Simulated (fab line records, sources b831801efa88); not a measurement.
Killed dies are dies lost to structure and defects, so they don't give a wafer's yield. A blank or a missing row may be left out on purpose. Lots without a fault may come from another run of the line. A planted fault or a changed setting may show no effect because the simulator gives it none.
fab line records | flow sky130
record lots=13 wafers=39 last_day=50
route steps=708 shown NWELL@60 PAD_OPEN@708
lots that met no fault: from a run of the same line without faults
start_h: hours from the record's first day to the start of the lot's first wafer shown | wait_h: hours since the lot's step before | " the same as in the row above | L1.1+2: a row that stands for several wafers | - no value, or no start given | * or withheld: withheld | < > ~ a bound
route shown NAME@n: a module of which the file shows steps, and the number in the route of the first | usual: mean/standard deviation of fault-free wafers | same: alike in all rows | chamber/n: place in a boat | sites: the reading at each site | _std_site: their standard deviation | _edge_site: outer sites' mean less inner sites' | radius_mm: how far each site lies from the wafer's centre | mask NAME#n: copy n | behind: the tool/chamber that last shaped the wafer | hold: why the lot was held/for how many hours/how that ended | device: the transistor (n, p or np) that didn't switch | end of line: the same wafers' tests at the end of the route | a step without rows: its recipe alone | killed: dies lost to structure and defects at the first sort, not the wafer's yield | map: a wafer's dies, x killed, . not, _ none there
set.NAME: the setting as run; set.NAME@STEP: as run at that earlier step | model.NAME: the simulator's own value behind a step, which no gauge read
steps of the route over a sample of lots; a table a step, a row a wafer
services: from which hour (start_h, from the record's first day; less than 0 if before it) a tool's chamber was out of use, for how many hours, and why
## steps
# step SKY_NWELL_EXPOSE_07
# recipe mask_id=NWM na=0.6 source_shape=conventional sigma_outer=0.6 polarization=unpolarized target_cd_nm=840 dose_mj=255
# columns lot.wafer tool chamber start_h wait_h mask
L928.2+3+6 iline_stepper-02 0 77.86 - NWM#0
L929.2+4+5 iline_stepper-02 0 84.70 - NWM#0
L930.2+3+6 iline_stepper-02 0 87.06 - NWM#0
L932.1+2+3 iline_stepper-02 0 103.23 - NWM#0
L934.4+5+6 iline_stepper-01 0 110.09 - NWM#0
L935.1+2+3 iline_stepper-02 0 118.06 - NWM#0
L938.1+5+6 iline_stepper-02 0 135.59 - NWM_COMPLEMENT#0
L940.2+5+6 iline_stepper-02 0 143.71 - NWM#0
L947.1+5+6 iline_stepper-02 0 190.44 - NWM#0
L948.1+2+4 iline_stepper-02 0 196.46 - NWM#0
L949.1+4+6 iline_stepper-01 0 200.55 - NWM#0
L950.4+5+6 iline_stepper-02 0 204.37 - NWM#0
L951.4+5+6 iline_stepper-02 0 211.54 - NWM#0
# step SKY_NWELL_OVL_MEAS_10
# usual NWELL_00_OVL=-0.6/1.2
# columns lot.wafer tool chamber start_h wait_h NWELL_00_OVL[nm]
L928.2 overlay-02 - 86.14 - 0.2
L928.3 " - " " 0.0
L928.6 " - " " -1.0
L929.2 overlay-02 - 93.29 - -2.0
L929.4 " - " " -1.1
L929.5 " - " " -2.3
L930.2 overlay-01 - 95.90 - 0.3
L930.3 " - " " 1.5
L930.6 " - " " 2.5
L932.1 overlay-02 - 112.06 - -2.1
L932.2 " - " " -0.8
L932.3 " - " " 0.5
L934.4 overlay-02 - 118.82 - 0.8
L934.5 " - " " -1.4
L934.6 " - " " -0.2
L935.1 overlay-02 - 126.64 - -1.3
L935.2 " - " " -2.3
L935.3 " - " " -2.5
L938.1 overlay-01 - 144.65 - -
L938.5 " - " " -
L938.6 " - " " -
L940.2 overlay-01 - 153.71 - -0.7
L940.5 " - " " -0.8
L940.6 " - " " -1.5
L947.1 overlay-01 - 201.44 - 2.4
L947.5 " - " " -1.4
L947.6 " - " " 1.7
L948.1 overlay-02 - 207.23 - -1.7
L948.2 " - " " -0.8
L948.4 " - " " -0.7
L949.1 overlay-02 - 211.18 - -1.0
L949.4 " - " " 0.1
L949.6 " - " " 0.2
L950.4 overlay-02 - 214.74 - -1.6
L950.5 " - " " -2.9
L950.6 " - " " -2.1
L951.4 overlay-02 - 222.87 - -0.9
L951.5 " - " " -0.6
L951.6 " - " " -0.1
# step SKY_NWELL_TW_MEAS_15
# usual NWELL_TW=1804/14
# columns lot.wafer tool chamber start_h wait_h NWELL_TW
L928.2 film_metro-02 - 86.73 0.1 1800
L928.3 " - " " 1795
L928.6 " - " " 1812
L929.2 film_metro-03 - 93.88 0.1 1784
L929.4 " - " " 1796
L929.5 " - " " 1795
L930.2 film_metro-01 - 96.49 0.1 1809
L930.3 " - " " 1808
L930.6 " - " " 1804
L932.1 film_metro-02 - 112.64 0.1 1814
L932.2 " - " " 1824
L932.3 " - " " 1830
L934.4 film_metro-02 - 119.42 0.1 1817
L934.5 " - " " 1828
L934.6 " - " " 1816
L935.1 film_metro-02 - 127.23 0.1 1809
L935.2 " - " " 1805
L935.3 " - " " 1811
L938.1 film_metro-01 - 145.24 0.1 30
L938.5 " - " " 30
L938.6 " - " " 30
L940.2 film_metro-03 - 154.30 0.1 1809
L940.5 " - " " 1809
L940.6 " - " " 1814
L947.1 film_metro-01 - 202.03 0.1 1802
L947.5 " - " " 1818
L947.6 " - " " 1816
L948.1 film_metro-03 - 207.82 0.1 1792
L948.2 " - " " 1792
L948.4 " - " " 1786
L949.1 film_metro-02 - 211.77 0.1 1820
L949.4 " - " " 1822
L949.6 " - " " 1816
L950.4 film_metro-02 - 215.34 0.1 1825
L950.5 " - " " 1824
L950.6 " - " " 1830
L951.4 film_metro-03 - 223.47 0.1 1785
L951.5 " - " " 1779
L951.6 " - " " 1789
# step SKY_NWELL_TW_MEAS_26
# usual NWELL_2_TW=493/4.1
# columns lot.wafer tool chamber start_h wait_h NWELL_2_TW
L928.2 film_metro-03 - 105.09 0.1 486
L928.3 " - " " 489
L928.6 " - " " 489
L929.2 film_metro-02 - 112.00 0.1 496
L929.4 " - " " 497
L929.5 " - " " 498
L930.2 film_metro-03 - 115.55 0.1 489
L930.3 " - " " 491
L930.6 " - " " 488
L932.1 film_metro-02 - 130.69 0.1 492
L932.2 " - " " 492
L932.3 " - " " 492
L934.4 film_metro-02 - 138.61 0.1 493
L934.5 " - " " 495
L934.6 " - " " 493
L935.1 film_metro-01 - 146.99 0.1 493
L935.2 " - " " 495
L935.3 " - " " 492
L938.1 film_metro-03 - 164.99 0.1 1811
L938.5 " - " " 1811
L938.6 " - " " 1804
L940.2 film_metro-01 - 174.88 0.1 496
L940.5 " - " " 499
L940.6 " - " " 496
L947.1 film_metro-03 - 224.49 0.1 486
L947.5 " - " " 489
L947.6 " - " " 486
L948.1 film_metro-03 - 230.28 0.1 487
L948.2 " - " " 489
L948.4 " - " " 487
L949.1 film_metro-03 - 234.57 0.1 486
L949.4 " - " " 485
L949.6 " - " " 487
L950.4 film_metro-03 - 238.66 0.1 485
L950.5 " - " " 487
L950.6 " - " " 489
L951.4 film_metro-01 - 246.27 0.1 494
L951.5 " - " " 494
L951.6 " - " " 495
# step SKY_PAD_OPEN_PROBE_99
# usual killed_at_M0_to_M3=42/7 killed_at_M4_up=3.2/1.6 killed_at_contacts=24/5.8 killed_at_front_end=16/4.3 killed_at_other=0.3/0.62 killed_dies=86/9.5 killed_on_rim=17/3.7 killed_open=46/6.4 killed_short=39/6.3
# same gross_dies=492 killed_at_back_side=0
# columns lot.wafer tool chamber start_h wait_h killed_at_M0_to_M3 killed_at_M4_up killed_at_contacts killed_at_front_end killed_at_other killed_dies killed_on_rim killed_open killed_short
L938.1 prober-02 - 1140.16 0.1 49 2 22 419 0 492 96 44 41
L938.5 prober-02 - 1140.36 0.2 46 4 19 422 1 492 96 46 37
L938.6 prober-02 - 1140.41 0.2 52 2 14 424 0 492 96 48 37
# killed by level:class
L938.1 NWELL:area_expose=407 VIA1:geometric_particle:open=13 LI_CONTACT:geometric_particle:open=10 LOCAL_INTERCONNECT:geometric_particle:short=8 VIA1:geometric_particle:short=6 VIA3:geometric_particle:open=6 VIA2:geometric_particle:open=6 METAL1:geometric_particle:short=5
L938.5 NWELL:area_expose=409 VIA2:geometric_particle:open=10 METAL1:geometric_particle:short=10 LI_CONTACT:geometric_particle:open=8 VIA1:geometric_particle:open=7 VIA3:geometric_particle:open=7 CONTACT:geometric_particle:open=6 LOCAL_INTERCONNECT:geometric_particle:short=5
L938.6 NWELL:area_expose=407 METAL1:geometric_particle:short=11 VIA1:geometric_particle:open=10 VIA2:geometric_particle:open=8 VIA3:geometric_particle:open=7 LI_CONTACT:geometric_particle:open=6 METAL2:geometric_particle:short=6 POLY_GATE:geometric_particle:open=4
## services
# columns tool chamber start_h hours kind
iline_stepper-01 0 74.43 - calibration
iline_stepper-02 - 75.54 1.7 pm
iline_stepper-02 0 116.84 - calibration
iline_stepper-02 - 138.06 2.1 pm
iline_stepper-02 - 140.14 - consumable_replace:lamp
iline_stepper-01 - 198.61 1.7 pm
## key
first_sign step=SKY_NWELL_EXPOSE_07 reading=mask direction=changed
effect step=SKY_NWELL_OVL_MEAS_10 reading=NWELL_00_OVL direction=missing
effect step=SKY_NWELL_TW_MEAS_15 reading=NWELL_TW direction=down sigmas=99+ usual=1804 struck=30
effect step=SKY_NWELL_TW_MEAS_26 reading=NWELL_2_TW direction=up sigmas=99+ usual=493 struck=1809
effect step=SKY_PAD_OPEN_PROBE_99 reading=killed_at_front_end direction=up sigmas=94 usual=16 struck=422
more_kills_born_at SKY_NWELL_EXPOSE_07@iline_stepper-02=1223
met_at SKY_NWELL_EXPOSE_07
struck_lots L938
tester_left_out L938
onset_between 118.06 135.59
fault kind=wrong_mask tool=any chamber=- onset_h=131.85 steps=SKY_NWELL_EXPOSE_07 aux_copy=NWM_COMPLEMENT#0 scope=struck_lots_only
# tester_left_out: of these lots the tester's yield and bins aren't shown, on N5 and GAA mostly nor the transistor test; their killed dies are dies lost to structure and defects alone, not to doping, threshold or leakage, so they don't give the yield
